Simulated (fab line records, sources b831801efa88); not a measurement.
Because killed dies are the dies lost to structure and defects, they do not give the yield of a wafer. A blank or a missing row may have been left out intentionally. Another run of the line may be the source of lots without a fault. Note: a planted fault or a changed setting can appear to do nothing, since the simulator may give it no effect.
Split-lot experiment    flow sfq line    23 wafers read from 5 lots, route of 325 steps

ON THE SPLIT
At SFQ_TRILAYER_M0_LITHO_PEB_024 (peb time 60 s), the setting peb time s was moved away from the recipe's 60 s on 6 of the 23 wafers read, by +8.0% to +9.9%. For the rest of the wafers, this setting stayed at what the recipe calls for.

FROM THE SPLIT TO THE READING: what the file shows between them, 2 steps
- SFQ_TRILAYER_M0_LITHO_DEVELOP_023: time 60 s
- SFQ_TRILAYER_M0_BARC_OPEN_METAL_ETCH_031: etches BARC in O2, target depth 125 nm, time 41.7 s

THE READING
M0.cd nm (the simulator's own value, which no gauge read), in nm, at SFQ_TRILAYER_M0_ETCH_METAL_ETCH_024 (etches Nb in Cl2/Ar, stops on SiO2, target depth 240 nm, time 120 s). No usual value for it is given in the file. Across the 17 wafers here that went through the recipe, the average is 499.9 nm and the standard deviation 1.3 nm.

wafer   tool, chamber at the split  peb time s as run, s  against the recipe  M0.cd nm, nm  against lot-mates on the recipe
L074.1  litho track-01, 0           60                    recipe              501           -
L074.2  litho track-01, 0           64.82                 +8.0%               489.2         -11.1
L074.3  litho track-01, 0           64.82                 +8.0%               491.3         -8.9
L074.5  litho track-01, 0           60                    recipe              499.5         -
L074.6  litho track-01, 0           64.82                 +8.0%               489.7         -10.6
L077.2  litho track-02, 0           60                    recipe              500.7         -
L077.3  litho track-02, 0           60                    recipe              499.1         -
L077.4  litho track-02, 0           60                    recipe              499.4         -
L077.5  litho track-02, 0           60                    recipe              500.8         -
L077.6  litho track-02, 0           60                    recipe              500.9         -
L081.1  litho track-04, 0           60                    recipe              498.6         -
L081.2  litho track-04, 0           65.97                 +9.9%               486.9         -11.6
L081.3  litho track-04, 0           65.97                 +9.9%               484.2         -14.3
L081.4  litho track-04, 0           60                    recipe              498.3         -
L081.5  litho track-04, 0           65.97                 +9.9%               485.7         -12.8
L082.2  litho track-01, 0           60                    recipe              497.6         -
L082.3  litho track-01, 0           60                    recipe              499           -
L082.4  litho track-01, 0           60                    recipe              498.6         -
L085.1  litho track-02, 0           60                    recipe              501.3         -
L085.2  litho track-02, 0           60                    recipe              499.8         -
L085.3  litho track-02, 0           60                    recipe              502.1         -
L085.5  litho track-02, 0           60                    recipe              499.7         -
L085.6  litho track-02, 0           60                    recipe              501.8         -

FIT RESULTS
A straight line over all 23 wafers: M0.cd nm changes by -1.36 nm for each +1% of peb time s; r = -0.97; the points scatter about the line by 1.4 nm.
The same after taking each lot's own level away (the mean of its wafers on the recipe; 23 wafers): -1.28 nm for each +1%; r = -0.99; scatter 0.88 nm.
Per that fit: largest peb time s move, reading shift of 13 nm.
Across the lots, their own levels run from 498.40 to 500.94 nm, a range of 2.0 times the standard deviation given above.
Consequently the slope shifts little with the lot-to-lot level, the two slopes agreeing.
Check: for one of the wafers moved furthest among these (+9.9%), held out of the fit, the line's prediction against its lot-mates is -13.1 nm. It came out at -11.6 nm against them.

FURTHER SPLITS ON THESE WAFERS
These wafers also went through other splits before the reading. Each is held against what the fit with the lots' levels taken away leaves over:
other split on the same wafers                 wafers away from the commonest value  r with M0.cd nm (lot level and that fit taken away)
SFQ_TRILAYER_INCOMING_OXIDATION_002 ox time s  18                                    -0.04
SFQ_TRILAYER_L0_LITHO_COAT_005 spin rpm        7                                     -0.07
SFQ_TRILAYER_L0_LITHO_PEB_008 peb time s       9                                     -0.04
SFQ_TRILAYER_M0_DEP_SPUTTER_019 time s         8                                     +0.30

THE WHOLE CHAIN: every reading that the file lists as answering this split, in the file's order
step                                      what it does                                                         reading                                                    change (the file's fit)               r (the file's)
SFQ_TRILAYER_M0_BARC_OPEN_METAL_ETCH_031  etches BARC in O2, target depth 125 nm, time 41.7 s                  M0.cd nm (the simulator's own value, which no gauge read)  -1.24 nm for each +1% of the setting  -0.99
SFQ_TRILAYER_M0_ETCH_METAL_ETCH_024       etches Nb in Cl2/Ar, stops on SiO2, target depth 240 nm, time 120 s  M0.cd nm (the simulator's own value, which no gauge read)  -1.28 nm for each +1% of the setting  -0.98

THE FILE'S OWN FIT
M0.cd nm changes by -1.28 nm for each +1% of peb time s, r = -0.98.
